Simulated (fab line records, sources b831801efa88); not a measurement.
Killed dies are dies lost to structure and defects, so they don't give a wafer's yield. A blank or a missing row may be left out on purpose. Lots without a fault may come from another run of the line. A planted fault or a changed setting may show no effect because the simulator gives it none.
A struck lot beside a sound one | flow gf180mcu | 19 steps out of a route of 602
Sound: wafers L131.1, L131.3, L131.6. Struck: wafers L145.1, L145.2, L145.3. The cause comes at the end.
At each step with rows: each side's tool, then ch and its chambers, then its first start. Under that, the readings that differ: sound wafers | struck wafers | difference of the means | sigmas: that difference in standard deviations of wafers without a fault.
alike: readings whose means differ by less than 2 such deviations, and words and numbers that are the same on both sides. not compared: withheld readings, readings that some wafer has no value for, bounds like >300 that may hide the same value, and numbers for which the record gives no deviation and whose values overlap.
The two part at a step that has a row with sigmas, a row that says differs or no value, or rows on one side only. Numbers that don't overlap but have no deviation are shown without sigmas and don't part them. A reading that every wafer of one side lacks parts them only if that side has two wafers or more.

first, 2 steps without rows for these wafers: GF_VT_IMPLANT_PEB_16; GF_VT_IMPLANT_DEVELOP_17 (develop time 60 s).
GF_VT_IMPLANT_OVL_MEAS_18:
  sound on overlay-02, day 7 23:38; struck on overlay-01, day 11 09:13
  alike: VT_IMPLANT_01_OVL
then, 1 step without rows for these wafers: GF_VT_IMPLANT_IMPLANT_19.
GF_VT_IMPLANT_STRIP_20: strips in O2/N2.
  sound on plasma_asher-03 ch 1, day 7 23:49; struck on plasma_asher-01 ch 0,1, day 11 09:25
  alike: drypump_motor_current_A, heater_power_w, oes_product_au, strip_time_to_endpoint_s
  not compared: rf_hours_counter_h
GF_VT_IMPLANT_TW_MEAS_21:
  sound on film_metro-02, day 7 23:55; struck on film_metro-02, day 11 09:31
  alike: VT_IMPLANT_2_TW
then, 6 steps without rows for these wafers: GF_VT_IMPLANT_DEHYDRATE_22 (time 60 s); GF_VT_IMPLANT_HMDS_23 (prime time 60 s); GF_VT_IMPLANT_COAT_24 (resist thk 1000 nm); GF_VT_IMPLANT_SOFTBAKE_25 (time 60 s); GF_VT_IMPLANT_EXPOSE_26 (exposes mask LVPWELL HV AREA, target cd 860 nm); GF_VT_IMPLANT_PEB_27.
GF_VT_IMPLANT_DEVELOP_28: develop time 60 s.
  sound on litho_track-03 ch 0, day 8 16:32; struck on litho_track-03 ch 0, day 12 04:29
GF_VT_IMPLANT_OVL_MEAS_29:
  sound on overlay-02, day 8 16:41; struck on overlay-02, day 12 04:38
  reading                | sound         | struck | difference                    | sigmas
  VT_IMPLANT_02_OVL (nm) | 0.7 -0.9 -1.2 | - - -  | no value on the struck wafers |
then, 1 step without rows for these wafers: GF_VT_IMPLANT_IMPLANT_30.
GF_VT_IMPLANT_STRIP_31: strips in O2/N2.
  sound on plasma_asher-02 ch 0, day 8 16:52; struck on plasma_asher-01 ch 0,1, day 12 04:49
  alike: drypump_motor_current_A, heater_power_w, oes_product_au, strip_time_to_endpoint_s
  not compared: rf_hours_counter_h
GF_VT_IMPLANT_TW_MEAS_32:
  sound on film_metro-04, day 8 16:58; struck on film_metro-04, day 12 04:55
  reading         | sound             | struck         | difference | sigmas
  VT_IMPLANT_3_TW | 267.9 266.7 265.3 | 30.2 30.0 30.2 | -236.5     | -99 or more
then, 1 step without rows for these wafers: GF_VT_IMPLANT_DEHYDRATE_33 (time 60 s).
-- the record jumps here: 22 days lie between the struck wafers' starts before and after (it left off in module VT_IMPLANT and takes up again in module PASSIVATION, whose first step shown is number 602 of the route) --
GF_PASSIVATION_PROBE_99:
  the record has rows for the struck wafers here (prober-02, day 34 13:21) and none for the sound ones

WHERE THEY PART
First at GF_VT_IMPLANT_OVL_MEAS_29; last, within this record, at GF_PASSIVATION_PROBE_99.

WHY: what the simulator had put in
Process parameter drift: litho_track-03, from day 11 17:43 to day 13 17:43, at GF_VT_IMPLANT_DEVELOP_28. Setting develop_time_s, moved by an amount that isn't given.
